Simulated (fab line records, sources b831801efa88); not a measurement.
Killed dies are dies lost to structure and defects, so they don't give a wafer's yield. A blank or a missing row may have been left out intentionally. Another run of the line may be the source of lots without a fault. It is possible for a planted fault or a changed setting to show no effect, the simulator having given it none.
Which tool is to blame? || flow gf180mcu || 11 lots, 33 wafers sampled, at 4 steps of a route of 602

== WHAT EACH GAUGE READ, for each wafer ==
GF_M2_CD_MEAS_14 targets a cd of 280 nm. Usual: cd-nm reads 280.0 nm (standard deviation 1.4).
{"lot": "L617", "measured": "day 19 15:52", "on": "cd-sem-01", "cd-nm (nm)": "281.5 281.7 281.0", "flag": ""}
{"lot": "L618", "measured": "day 20 00:27", "on": "cd-sem-02", "cd-nm (nm)": "278.4 279.4 278.6", "flag": ""}
{"lot": "L619", "measured": "day 20 09:54", "on": "cd-sem-01", "cd-nm (nm)": "279.7 278.6 279.3", "flag": ""}
{"lot": "L621", "measured": "day 21 07:49", "on": "cd-sem-01", "cd-nm (nm)": "281.1 280.9 279.3", "flag": ""}
{"lot": "L622", "measured": "day 21 09:33", "on": "cd-sem-01", "cd-nm (nm)": "278.6 278.0 277.2", "flag": ""}
{"lot": "L628", "measured": "day 23 16:19", "on": "cd-sem-01", "cd-nm (nm)": "277.4 277.9 276.5", "flag": ""}
{"lot": "L629", "measured": "day 24 00:32", "on": "cd-sem-01", "cd-nm (nm)": "281.7 280.3 281.9", "flag": ""}
{"lot": "L630", "measured": "day 24 07:39", "on": "cd-sem-01", "cd-nm (nm)": "281.9 282.8 281.2", "flag": ""}
{"lot": "L637", "measured": "day 26 13:51", "on": "cd-sem-02", "cd-nm (nm)": "282.6 281.0 280.7", "flag": ""}
{"lot": "L638", "measured": "day 26 22:25", "on": "cd-sem-01", "cd-nm (nm)": "277.6 277.0 277.0", "flag": ""}
{"lot": "L639", "measured": "day 27 01:05", "on": "cd-sem-01", "cd-nm (nm)": "279.7 279.8 280.2", "flag": ""}

GF_V2_THK_MEAS_03. Usual: V2_CVD_02_THK typically reads 849 nm, with standard deviation 14.
{"lot": "L617", "measured": "day 19 16:55", "on": "film-metro-01", "V2_CVD_02_THK (nm)": "847 864 875", "flag": ""}
{"lot": "L618", "measured": "day 20 01:28", "on": "film-metro-03", "V2_CVD_02_THK (nm)": "856 844 870", "flag": ""}
{"lot": "L619", "measured": "day 20 10:58", "on": "film-metro-01", "V2_CVD_02_THK (nm)": "843 827 856", "flag": ""}
{"lot": "L621", "measured": "day 21 09:01", "on": "film-metro-04", "V2_CVD_02_THK (nm)": "854 841 878", "flag": ""}
{"lot": "L622", "measured": "day 21 10:35", "on": "film-metro-04", "V2_CVD_02_THK (nm)": "825 847 855", "flag": ""}
{"lot": "L628", "measured": "day 23 17:20", "on": "film-metro-01", "V2_CVD_02_THK (nm)": "850 838 1469 851 838 1470", "flag": "OFF"}
{"lot": "L629", "measured": "day 24 01:37", "on": "film-metro-03", "V2_CVD_02_THK (nm)": "1438 839 850 1440 840 850", "flag": "OFF"}
{"lot": "L630", "measured": "day 24 08:40", "on": "film-metro-01", "V2_CVD_02_THK (nm)": "844 837 838", "flag": ""}
{"lot": "L637", "measured": "day 26 15:01", "on": "film-metro-04", "V2_CVD_02_THK (nm)": "856 836 857", "flag": ""}
{"lot": "L638", "measured": "day 26 23:26", "on": "film-metro-01", "V2_CVD_02_THK (nm)": "823 849 860", "flag": ""}
{"lot": "L639", "measured": "day 27 02:14", "on": "film-metro-03", "V2_CVD_02_THK (nm)": "842 854 860", "flag": ""}

== WHICH TOOL RAN EACH LOT (tool, then ch and the chambers of the sampled wafers, then the start) ==
{"lot": "L617", "GF_M2_SPUTTER_04": "pvd-sputter-04, day 18 14:57", "GF_V2_CVD_02": "pecvd-01 ch 1,2, day 19 16:50"}
{"lot": "L618", "GF_M2_SPUTTER_04": "pvd-sputter-04, day 19 00:11", "GF_V2_CVD_02": "pecvd-02 ch 0,2, day 20 01:25"}
{"lot": "L619", "GF_M2_SPUTTER_04": "pvd-sputter-03, day 19 10:00", "GF_V2_CVD_02": "pecvd-03 ch 1,2, day 20 10:54"}
{"lot": "L621", "GF_M2_SPUTTER_04": "pvd-sputter-04, day 20 08:04", "GF_V2_CVD_02": "pecvd-02 ch 0,1,2, day 21 08:56"}
{"lot": "L622", "GF_M2_SPUTTER_04": "pvd-sputter-02, day 20 09:40", "GF_V2_CVD_02": "pecvd-03 ch 0,1,2, day 21 10:31"}
{"lot": "L628", "GF_M2_SPUTTER_04": "pvd-sputter-02, day 22 17:40", "GF_V2_CVD_02": "pecvd-02 ch 0,1,2, day 23 17:16"}
{"lot": "L629", "GF_M2_SPUTTER_04": "pvd-sputter-03, day 23 01:50", "GF_V2_CVD_02": "pecvd-02 ch 0,1,2, day 24 01:30"}
{"lot": "L630", "GF_M2_SPUTTER_04": "pvd-sputter-03, day 23 10:10", "GF_V2_CVD_02": "pecvd-01 ch 0,1,2, day 24 08:36"}
{"lot": "L637", "GF_M2_SPUTTER_04": "pvd-sputter-02, day 25 16:40", "GF_V2_CVD_02": "pecvd-02 ch 0,1,2, day 26 14:56"}
{"lot": "L638", "GF_M2_SPUTTER_04": "pvd-sputter-04, day 26 01:12", "GF_V2_CVD_02": "pecvd-02 ch 0,1,2, day 26 23:22"}
{"lot": "L639", "GF_M2_SPUTTER_04": "pvd-sputter-04, day 26 04:08", "GF_V2_CVD_02": "pecvd-02 ch 1,2, day 27 02:08"}
- GF_M2_SPUTTER_04: material TiN, target thk 50 nm, time 41.7 s.
- GF_V2_CVD_02: deposits SiO2 from TEOS, target thk 850 nm, time 94.851 s.

== AS READ BY THE TOOLS THEMSELVES (means over the sampled wafers that have a number; for cases with no such wafer, the mark the record gives instead) ==
GF_M2_SPUTTER_04. Usual: chamber-pressure-pa 0.4001 Pa, standard deviation 0.00079; throttle-valve-pct 30.2 %, standard deviation 1.
{"lot": "L617", "tool": "pvd-sputter-04", "chamber-pressure-pa (Pa)": 0.4001, "throttle-valve-pct (%)": 29.3, "flag": ""}
{"lot": "L618", "tool": "pvd-sputter-04", "chamber-pressure-pa (Pa)": 0.3999, "throttle-valve-pct (%)": 29.6, "flag": ""}
{"lot": "L619", "tool": "pvd-sputter-03", "chamber-pressure-pa (Pa)": 0.4007, "throttle-valve-pct (%)": 30.0, "flag": ""}
{"lot": "L621", "tool": "pvd-sputter-04", "chamber-pressure-pa (Pa)": 0.3996, "throttle-valve-pct (%)": 31.7, "flag": ""}
{"lot": "L622", "tool": "pvd-sputter-02", "chamber-pressure-pa (Pa)": 0.4010, "throttle-valve-pct (%)": 30.8, "flag": ""}
{"lot": "L628", "tool": "pvd-sputter-02", "chamber-pressure-pa (Pa)": 0.4000, "throttle-valve-pct (%)": 30.3, "flag": ""}
{"lot": "L629", "tool": "pvd-sputter-03", "chamber-pressure-pa (Pa)": 0.4009, "throttle-valve-pct (%)": 30.1, "flag": ""}
{"lot": "L630", "tool": "pvd-sputter-03", "chamber-pressure-pa (Pa)": 0.4013, "throttle-valve-pct (%)": 30.0, "flag": ""}
{"lot": "L637", "tool": "pvd-sputter-02", "chamber-pressure-pa (Pa)": 0.4002, "throttle-valve-pct (%)": 30.3, "flag": ""}
{"lot": "L638", "tool": "pvd-sputter-04", "chamber-pressure-pa (Pa)": 0.3998, "throttle-valve-pct (%)": 29.3, "flag": ""}
{"lot": "L639", "tool": "pvd-sputter-04", "chamber-pressure-pa (Pa)": 0.4005, "throttle-valve-pct (%)": 31.4, "flag": ""}

GF_V2_CVD_02. Usual: heater-power-w reads 643 W (standard deviation 110).
{"lot": "L617", "tool": "pecvd-01", "heater-power-w (W)": 666, "flag": ""}
{"lot": "L618", "tool": "pecvd-02", "heater-power-w (W)": 646, "flag": ""}
{"lot": "L619", "tool": "pecvd-03", "heater-power-w (W)": 560, "flag": ""}
{"lot": "L621", "tool": "pecvd-02", "heater-power-w (W)": 673, "flag": ""}
{"lot": "L622", "tool": "pecvd-03", "heater-power-w (W)": 597, "flag": ""}
{"lot": "L628", "tool": "pecvd-02", "heater-power-w (W)": 645, "flag": ""}
{"lot": "L629", "tool": "pecvd-02", "heater-power-w (W)": 671, "flag": ""}
{"lot": "L630", "tool": "pecvd-01", "heater-power-w (W)": 650, "flag": ""}
{"lot": "L637", "tool": "pecvd-02", "heater-power-w (W)": 645, "flag": ""}
{"lot": "L638", "tool": "pecvd-02", "heater-power-w (W)": 673, "flag": ""}
{"lot": "L639", "tool": "pecvd-02", "heater-power-w (W)": 708, "flag": ""}

== THE ANSWER, worked out from the rows above alone ==
Rule: a lot counts as off when the mean over its wafers that have a number is more than 3 standard deviations away from the usual mean. A lot without any number at a reading at which 4 lots or more have one is off too. Where the step has rows for the other lots, those lots are counted as sound. After the gauges, taken in route order, come the tools' own readings; for these a lot's mean is taken, as printed above. The first step at which some lot is off is used, and at that step the reading that is off furthest; a lot without a number counts as furthest.
Off: L628, L629, seen at GF_V2_THK_MEAS_03 (V2_CVD_02_THK).
If a tool, at a process step before that reading, ran all the lots that are off and no sound lot after the first of them, it fits. The gauges at GF_V2_THK_MEAS_03 are tried like those tools. Of those tried, none fits.

== WHAT WAS PUT IN BY THE SIMULATOR ==
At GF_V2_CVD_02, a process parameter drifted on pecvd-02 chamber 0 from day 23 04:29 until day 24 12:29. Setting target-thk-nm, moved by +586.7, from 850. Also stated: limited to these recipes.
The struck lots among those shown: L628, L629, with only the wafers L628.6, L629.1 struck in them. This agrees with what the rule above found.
